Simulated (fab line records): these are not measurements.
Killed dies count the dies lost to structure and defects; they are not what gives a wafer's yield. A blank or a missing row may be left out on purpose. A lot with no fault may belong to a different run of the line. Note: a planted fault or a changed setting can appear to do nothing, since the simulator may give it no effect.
fab line records    flow sfqLine
[record] lots = 6  wafers = 18  lastDay = 88
route steps=325 shown JJ@193 M5@198
lots that met no fault: from a run of the same line without faults
startH: hours from the record's first day to the start of the lot's first wafer shown    waitH: hours from the lot's prior step to this one    " as in the row above    L1.1+2: a row that stands for several wafers    - either no value or no given start    * or withheld: withheld    < > ~ a bound
route shown NAME@n: names a module that has steps shown in the file, with the first one's number in the route    usual: mean and standard deviation over wafers with no fault    same: alike in all rows    chamber/n: place in a boat    sites: per-site readings    _std_site: the standard deviation of these    _edge_site: mean of outer sites minus mean of inner sites    radiusMm: how far each site lies from the wafer's centre    mask NAME#n: copy n    behind: the last tool/chamber to shape the wafer    hold: cause of the lot's hold/its duration in hours/its outcome    device: which transistor (n, p or np) failed to switch    end of line: at the end of the route, the tests of the same wafers    a step without rows: its recipe alone    killed: the dies lost at the first sort to structure and to defects; this is not the yield of the wafer    map: dies across one wafer; x = killed, . = not, _ = none there
set.NAME: the setting that was run; set.NAME@STEP: the one run at that earlier step    model.NAME: the simulator's own value behind a step, which no gauge read
lots at selected steps of the route; one table per step, one row per wafer
services: when a tool's chamber went out of use (startH, in hours from the record's first day, below 0 if earlier), for how many hours, and the reason
[[steps]]
[step SFQ_TRILAYER_JJ_CE_BARC_OPEN_RIE_150]
[recipe] maskMaterial = PR  chemistry = O2  targetDepthNm = 240  target = BARC  icpW = 600  biasW = 80  pressureMtorr = 10  timeS = 80
[usual] drypumpMotorCurrentA = 5.84/0.26  heBacksideLeakSccm = 3.6/0.36  oesProductAu = 0.538/0.0045  rfFwdPowerW = 595.0/2.1
lot.wafer  tool         chamber  startH   waitH  drypumpMotorCurrentA  heBacksideLeakSccm  oesProductAu  rfFwdPowerW  rfHoursCounterH
L803.1     rieMetal-03  0        1306.73  1.0    6.41                  3.5                 0.541         595.3        107
L803.2     "            1        "        "      6.04                  3.6                 0.545         594.5        47
L803.5     "            0        "        "      6.42                  3.7                 0.545         594.5        -
L808.2     rieMetal-04  1        1429.03  0.8    5.92                  3.5                 0.542         596.6        78
L808.4     "            1        "        "      5.91                  3.6                 0.531         594.1        -
L808.6     "            1        "        "      5.91                  3.6                 0.547         595.5        -
L812.1     rieMetal-01  1        1442.23  1.0    5.60                  3.7                 0.538         595.5        83
L812.2     "            0        "        "      5.57                  3.5                 0.534         590.8        140
L812.3     "            0        "        "      5.59                  3.5                 0.537         593.6        -
L813.4     rieMetal-01  1        1443.46  0.4    5.61                  3.8                 0.538         595.7        -
L813.5     "            1        "        "      5.57                  4.0                 0.541         598.0        -
L813.6     "            0        "        "      5.59                  3.6                 0.528         590.2        -
L819.1     rieMetal-01  1        1527.51  1.0    5.61                  3.7                 0.544         595.1        96
L819.2     "            0        "        "      5.58                  3.4                 0.534         593.5        7
L819.4     "            1        "        "      5.61                  3.5                 0.539         594.3        -
L823.3     rieMetal-03  1        1776.73  0.6    6.03                  3.6                 0.539         595.9        -
L823.4     "            0        "        "      6.42                  3.3                 0.536         597.2        -
L823.6     "            0        "        "      6.43                  3.6                 0.546         596.8        -
[step SFQ_TRILAYER_JJ_CE_ETCH_RIE_118]
[recipe] target = Nb  stopOn = Al2O3  maskMaterial = PR  taperDeg = 13.257  overEtchFrac = 0.15  timeS = 97.7  chemistry = SF6  targetDepthNm = 170  icpW = 600  biasW = 80  pressureMtorr = 10
[usual] drypumpMotorCurrentA = 5.84/0.26  heBacksideLeakSccm = 3.6/0.32  oesProductAu = 0.988/0.0067  rfFwdPowerW = 596.0/2.1
lot.wafer  tool         chamber  startH   waitH  drypumpMotorCurrentA  heBacksideLeakSccm  oesProductAu  rfFwdPowerW  rfHoursCounterH
L803.1     rieMetal-03  0        1306.82  0.1    6.43                  3.8                 0.987         595.7        107
L803.2     "            1        "        "      6.02                  3.7                 0.985         598.3        47
L803.5     "            0        "        "      6.47                  3.9                 0.981         597.2        -
L808.2     rieMetal-04  1        1429.12  0.1    5.94                  3.3                 0.997         597.1        78
L808.4     "            1        "        "      5.94                  3.6                 0.993         597.1        -
L808.6     "            1        "        "      5.95                  3.2                 0.988         596.8        -
L812.1     rieMetal-01  1        1442.32  0.1    5.62                  3.5                 0.979         594.8        83
L812.2     "            0        "        "      5.61                  3.7                 0.985         594.7        140
L812.3     "            0        "        "      5.58                  3.6                 0.987         596.7        -
L813.4     rieMetal-01  1        1443.56  0.1    5.61                  3.3                 0.974         598.6        -
L813.5     "            1        "        "      5.62                  3.3                 0.971         596.0        -
L813.6     "            0        "        "      5.59                  3.7                 0.987         594.7        -
L819.1     rieMetal-01  1        1527.60  0.1    5.61                  3.5                 0.985         594.8        96
L819.2     "            0        "        "      5.58                  3.6                 0.981         593.7        7
L819.4     "            1        "        "      5.61                  3.6                 0.987         597.4        -
L823.3     rieMetal-03  1        1776.82  0.1    6.03                  4.0                 0.991         598.7        -
L823.4     "            0        "        "      6.40                  3.7                 0.985         594.5        -
L823.6     "            0        "        "      6.46                  3.8                 0.983         596.9        -
[step SFQ_TRILAYER_JJ_ANODIZE_ANODIZE_119]
[recipe] currentDensityMaCm2 = withheld  endCurrentDensityMaCm2 = withheld  bathTempC = withheld
[step SFQ_TRILAYER_JJ_CE_STRIP_STRIP_120]
[recipe] gas = O2  powerW = 200  platenTempC = 40  overashFraction = 0.65  chemistry = O2  pressureMtorr = 50
[usual] drypumpMotorCurrentA = 5.9/0.3  heBacksideLeakSccm = 3.7/0.34  oesProductAu = 0.998/0.007
lot.wafer  tool         chamber  startH   waitH  drypumpMotorCurrentA  heBacksideLeakSccm  oesProductAu  rfHoursCounterH
L803.1     rieMetal-01  1        1307.43  0.0    5.6                   3.8                 1.002         64
L803.2     "            0        "        "      5.6                   3.8                 0.999         122
L803.5     "            0        "        "      5.6                   3.7                 0.991         -
L808.2     rieMetal-03  1        1429.77  0.0    6.0                   3.5                 1.004         63
L808.4     "            0        "        "      6.4                   3.8                 0.992         -
L808.6     "            0        "        "      6.4                   3.6                 0.999         -
L812.1     rieMetal-04  0        1442.97  0.0    5.8                   3.7                 0.998         91
L812.2     "            1        "        "      5.9                   3.3                 1.006         81
L812.3     "            1        "        "      5.9                   3.1                 1.006         -
L813.4     rieMetal-01  1        1444.37  0.2    5.6                   3.5                 0.991         -
L813.5     "            0        "        "      5.6                   3.6                 1.005         -
L813.6     "            1        "        "      5.6                   3.8                 0.990         -
L819.1     rieMetal-03  1        1528.21  0.0    6.0                   3.8                 0.993         73
L819.2     "            0        "        "      6.4                   3.8                 0.996         0
L819.4     "            1        "        "      6.0                   3.6                 1.001         -
L823.3     rieMetal-04  0        1777.59  0.2    5.8                   3.4                 1.018         -
L823.4     "            1        "        "      5.9                   3.2                 1.003         -
L823.6     "            0        "        "      5.8                   3.4                 1.017         -
[step SFQ_TRILAYER_JJ_CE_STRIP_SOLV_CLEAN_121]
[recipe] chemistry = NMP  tempC = 70  timeS = 600
[step SFQ_TRILAYER_M5_LITHO_COAT_128]
[recipe] resist = BARC  spinRpm = 3000  resistThkNm = 62
[step SFQ_TRILAYER_M5_LITHO_COAT_123]
[recipe] resist = KrF  spinRpm = 3000  resistThkNm = 600
[step SFQ_TRILAYER_M5_LITHO_SOFTBAKE_127]
[recipe] tempC = withheld  timeS = withheld  resist = KrF
[step SFQ_TRILAYER_M5_LITHO_EXPOSE_124]
[recipe] maskId = M5  na = 0.6  sourceShape = conventional  sigmaOuter = 0.65  targetCdNm = 700  doseMj = 14.4
[step SFQ_TRILAYER_M5_LITHO_PEB_126]
[recipe] pebTempC = 115  pebTimeS = 60  resist = KrF
[step SFQ_TRILAYER_M5_LITHO_DEVELOP_125]
[recipe] timeS = 60  resist = KrF
[step SFQ_M5_OVL_MEAS_932]
[usual] M5_OVL = 2/4.7
lot.wafer  tool        chamber  startH   waitH  M5_OVL[nm]
L803.1     overlay-01  -        1416.99  0.1    6
L803.2     "           -        "        "      4
L803.5     "           -        "        "      12
L808.2     overlay-01  -        1549.12  0.1    2
L808.4     "           -        "        "      2
L808.6     "           -        "        "      9
L812.1     overlay-02  -        1565.92  0.1    10
L812.2     "           -        "        "      4
L812.3     "           -        "        "      2
L813.4     overlay-02  -        1567.14  0.1    -1
L813.5     "           -        "        "      -7
L813.6     "           -        "        "      -2
L819.1     overlay-02  -        1653.64  0.1    7
L819.2     "           -        "        "      1
L819.4     "           -        "        "      1
L823.3     overlay-02  -        1781.34  0.1    3
L823.4     "           -        "        "      9
L823.6     "           -        "        "      5
[step SFQ_TRILAYER_M5_BARC_OPEN_METAL_ETCH_161]
[recipe] maskMaterial = PR  chemistry = O2  targetDepthNm = 125  target = BARC  icpW = 600  biasW = 80  pressureMtorr = 10  timeS = 41.7
[usual] drypumpMotorCurrentA = 6.0/0.34  heBacksideLeakSccm = 3.6/0.43  oesProductAu = 0.685/0.0049  rfFwdPowerW = 594.2/2.7
lot.wafer  tool         chamber  startH   waitH  drypumpMotorCurrentA  heBacksideLeakSccm  oesProductAu  rfFwdPowerW  rfHoursCounterH  model.KrF_of_TRILAYER_M5_LITHO_COAT_123.thkNm
L803.1     rieMetal-04  0        1417.03  0.0    5.8                   3.3                 0.688         593.9        87               523.1
L803.2     "            1        "        "      5.9                   3.2                 0.682         593.8        77               522.4
L803.5     "            1        "        "      5.9                   3.6                 0.684         592.8        -                522.1
L808.2     rieMetal-03  0        1549.15  0.0    6.5                   3.5                 0.688         593.7        4                531.1
L808.4     "            0        "        "      6.5                   3.5                 0.693         592.4        -                523.8
L808.6     "            0        "        "      6.4                   3.6                 0.684         591.0        -                524.4
L812.1     rieMetal-04  1        1565.95  0.0    5.9                   3.2                 0.690         598.0        97               523.5
L812.2     "            0        "        "      5.8                   3.6                 0.687         592.9        107              523
L812.3     "            0        "        "      5.8                   3.7                 0.684         590.1        -                521.5
L813.4     rieMetal-03  0        1567.21  0.1    6.5                   3.5                 0.689         591.2        -                521.4
L813.5     "            0        "        "      6.4                   3.3                 0.682         595.0        -                533
L813.6     "            0        "        "      6.5                   3.6                 0.686         593.6        -                522.4
L819.1     rieMetal-03  1        1653.68  0.0    6.0                   3.8                 0.688         597.8        84               522.5
L819.2     "            0        "        "      6.4                   3.6                 0.685         592.3        18               523.5
L819.4     "            0        "        "      6.5                   3.6                 0.685         589.7        -                522.9
L823.3     rieMetal-03  0        1781.38  0.0    6.5                   3.7                 0.689         593.9        -                523.8
L823.4     "            1        "        "      6.0                   3.8                 0.687         596.5        -                525.5
L823.6     "            0        "        "      6.4                   3.5                 0.689         594.9        -                526.7
[step SFQ_TRILAYER_M5_ETCH_METAL_ETCH_126]
[recipe] target = Nb  stopOn = SiO2  maskMaterial = PR  overEtchFrac = 0.15  timeS = 203.2  chemistry = Cl2/BCl3  targetDepthNm = 265  icpW = 600  biasW = 80  pressureMtorr = 10
[usual] drypumpMotorCurrentA = 6.0/0.35  heBacksideLeakSccm = 3.57/0.24  oesProductAu = 0.731/0.0055  rfFwdPowerW = 598.1/1.8
lot.wafer  tool         chamber  startH   waitH  drypumpMotorCurrentA  heBacksideLeakSccm  oesProductAu  rfFwdPowerW  rfHoursCounterH  model.KrF_of_TRILAYER_M5_LITHO_COAT_123.thkNm
L803.1     rieMetal-04  0        1417.09  0.0    5.8                   3.35                0.736         596.2        87               373.4
L803.2     "            1        "        "      5.9                   3.18                0.730         597.5        77               372.5
L803.5     "            1        "        "      5.9                   3.34                0.732         599.1        -                371.6
L808.2     rieMetal-03  0        1549.21  0.0    6.4                   3.29                0.735         596.6        4                378.2
L808.4     "            0        "        "      6.5                   3.49                0.739         600.0        -                371.2
L808.6     "            0        "        "      6.4                   3.27                0.729         597.7        -                373.7
L812.1     rieMetal-04  1        1566.01  0.0    6.0                   3.85                0.732         596.4        97               370.6
L812.2     "            0        "        "      5.8                   3.93                0.728         598.7        107              371.8
L812.3     "            0        "        "      5.8                   3.94                0.731         598.7        -                368.1
L813.4     rieMetal-03  0        1567.47  0.2    6.4                   3.44                0.728         595.9        -                369.6
L813.5     "            0        "        "      6.4                   3.78                0.722         595.4        -                382.3
L813.6     "            0        "        "      6.4                   3.47                0.725         598.6        -                371.4
L819.1     rieMetal-03  1        1653.74  0.0    6.0                   3.86                0.732         599.4        85               366.4
L819.2     "            0        "        "      6.5                   3.68                0.736         594.9        18               371.4
L819.4     "            0        "        "      6.4                   3.90                0.732         595.6        -                371.3
L823.3     rieMetal-03  0        1781.49  0.1    6.5                   3.76                0.735         595.8        -                372.4
L823.4     "            1        "        "      6.0                   4.10                0.738         600.3        -                372.4
L823.6     "            0        "        "      6.4                   3.81                0.727         601.3        -                375.1
[step SFQ_TRILAYER_M5_STRIP_STRIP_127]
[recipe] gas = O2  powerW = 200  platenTempC = 40  overashFraction = 0.65  chemistry = O2  pressureMtorr = 50
[usual] drypumpMotorCurrentA = 6.0/0.35  heBacksideLeakSccm = 3.6/0.33  oesProductAu = 0.999/0.0082
lot.wafer  tool         chamber  startH   waitH  drypumpMotorCurrentA  heBacksideLeakSccm  oesProductAu  rfHoursCounterH
L803.1     rieMetal-04  0        1417.28  0.1    5.8                   3.7                 0.995         88
L803.2     "            1        "        "      5.9                   3.5                 1.001         77
L803.5     "            1        "        "      5.9                   3.5                 1.012         -
L808.2     rieMetal-03  0        1549.41  0.1    6.5                   3.3                 0.994         4
L808.4     "            0        "        "      6.5                   3.3                 1.001         -
L808.6     "            0        "        "      6.5                   3.1                 1.002         -
L812.1     rieMetal-04  1        1566.21  0.1    5.9                   3.4                 1.003         97
L812.2     "            0        "        "      5.8                   3.3                 0.985         108
L812.3     "            0        "        "      5.8                   3.4                 0.996         -
L813.4     rieMetal-03  0        1568.26  0.7    6.4                   3.5                 0.991         -
L813.5     "            0        "        "      6.5                   3.5                 0.982         -
L813.6     "            0        "        "      6.5                   3.6                 0.987         -
L819.1     rieMetal-03  1        1653.93  0.1    6.0                   3.9                 1.004         85
L819.2     "            0        "        "      6.5                   3.6                 0.992         18
L819.4     "            0        "        "      6.4                   3.7                 0.998         -
L823.3     rieMetal-03  0        1781.82  0.3    6.5                   3.7                 0.992         -
L823.4     "            1        "        "      6.0                   4.0                 1.005         -
L823.6     "            0        "        "      6.5                   3.4                 0.990         -
[[services]]
tool         chamber  startH   hours  kind
rieMetal-03  -        1343.90  2.8    pm
rieMetal-01  -        1348.45  2.8    pm
rieMetal-04  -        1391.62  0.8    repair
rieMetal-03  1        1395.10  15.7   repair
rieMetal-01  -        1396.64  14.6   pm
rieMetal-03  -        1433.80  28.1   pm
rieMetal-01  0        1450.96  -      clean
rieMetal-01  0        1450.96  -      consumableReplace:focusRing
rieMetal-01  0        1450.96  16.9   scheduledDown
rieMetal-01  0        1450.96  16.9   ventCycle
rieMetal-03  0        1505.42  -      clean
rieMetal-03  0        1505.42  -      consumableReplace:focusRing
rieMetal-03  0        1505.42  18.1   scheduledDown
rieMetal-03  0        1505.42  18.1   ventCycle
rieMetal-03  1        1563.29  23.9   repair
rieMetal-01  -        1608.60  0.2    repair
rieMetal-03  -        1615.64  0.7    repair
rieMetal-04  0        1660.49  6.5    repair
rieMetal-04  1        1662.43  19.2   repair
rieMetal-04  -        1695.41  1.2    repair
[[key]]
firstSign none at tools or gauges
[modelEffect] step = SFQ_TRILAYER_M5_BARC_OPEN_METAL_ETCH_161  value = KrF_of_TRILAYER_M5_LITHO_COAT_123.thkNm  without = 522.9  struck = 532.1
[modelEffect] step = SFQ_TRILAYER_M5_ETCH_METAL_ETCH_126  value = KrF_of_TRILAYER_M5_LITHO_COAT_123.thkNm  without = 371.1  struck = 380.3
metAt SFQ_TRILAYER_M5_BARC_OPEN_METAL_ETCH_161
struckWafers L808.2,L813.5
[fault] kind = processParameterDrift  tool = rieMetal-03  chamber = -  onsetH = 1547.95  steps = SFQ_TRILAYER_M5_BARC_OPEN_METAL_ETCH_161  channel = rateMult  offset = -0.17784  shape = step  endH = 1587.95  scope = struckWafersOnly
